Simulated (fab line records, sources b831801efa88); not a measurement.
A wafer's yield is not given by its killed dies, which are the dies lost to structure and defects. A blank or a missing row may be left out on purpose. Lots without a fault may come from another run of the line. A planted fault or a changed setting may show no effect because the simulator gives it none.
One fault seen from 2 desks ; flow sky130 ; every desk sees just its own numbers, and what lay behind them comes last

AT THE TOOL OWNER'S DESK: implanter-04
The tool's own readings at SKY_LDD_N_IMPLANT_08: means of the sampled wafers that have a number, for each lot that ran on this tool. Any lot whose mean is over 4 standard deviations away from the usual mean is out of limits and marked OUT; that distance is given in the brackets.
Columns: A = beam_on_s at SKY_LDD_N_IMPLANT_08, usual 9.97 s; B = dose_ions_cm2 at SKY_LDD_N_IMPLANT_08, usual 7.502e+13; C = faraday_current_uA at SKY_LDD_N_IMPLANT_08, usual 423; D = rotation_deg at SKY_LDD_N_IMPLANT_08, usual 22.993 degrees
lot;first seen here;A;B;C;D
L561;day 20 18:20;10.02;7.506e+13;422;22.988
L565;day 22 00:45;9.92;7.504e+13;425;193.990 (+99 or more) OUT
L567;day 22 20:42;10.02;7.482e+13;422;194.020 (+99 or more) OUT
Finding of this desk: L565, L567 out of limits; the first was L565 at day 22 00:45, on rotation_deg at SKY_LDD_N_IMPLANT_08. Within limits: L561.

FROM THE METROLOGY DESK
Means of the sampled wafers that have a number, per lot and without regard to the tool the lot ran on: this is what the gauges read. Any lot whose mean is over 4 standard deviations away from the usual mean is out of limits and marked OUT; that distance is given in the brackets.
Columns: A = VIA1_HDPCVD_THK at SKY_VIA1_THK_MEAS_01, usual 1035 nm
lot;first seen here;A
L555;day 33 20:12;1044
L557;day 34 22:10;1028
L561;day 35 20:47;1042
L564;day 36 19:33;1031
L565;day 36 21:27;1011
L567;day 37 13:12;1035
L570;day 38 11:29;1055
L572;day 39 05:31;1038
L574;day 39 19:04;1035
L576;day 40 01:11;1050
L577;day 40 09:11;1040
L578;day 40 10:43;1020
This desk's finding: nothing out of limits on any of the 12 lots.

BROUGHT TOGETHER
The tool owner's desk could have raised an alarm at day 22 00:45, on L565, L567.
From the metrology desk's view, nothing was out of limits.
The metrology desk has L565, L567 on record, within its limits.
On implanter-04, each named lot ran SKY_LDD_N_IMPLANT_08.

WHAT WAS PUT IN BY THE SIMULATOR
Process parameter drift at SKY_LDD_N_IMPLANT_08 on implanter-04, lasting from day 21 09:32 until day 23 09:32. Setting rotation_deg, moved by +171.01, from 23. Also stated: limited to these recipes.
Lots struck among those shown: L565, L567.
Each desk's first reading out of limits, in hours after the fault started: the tool owner's desk, 15.
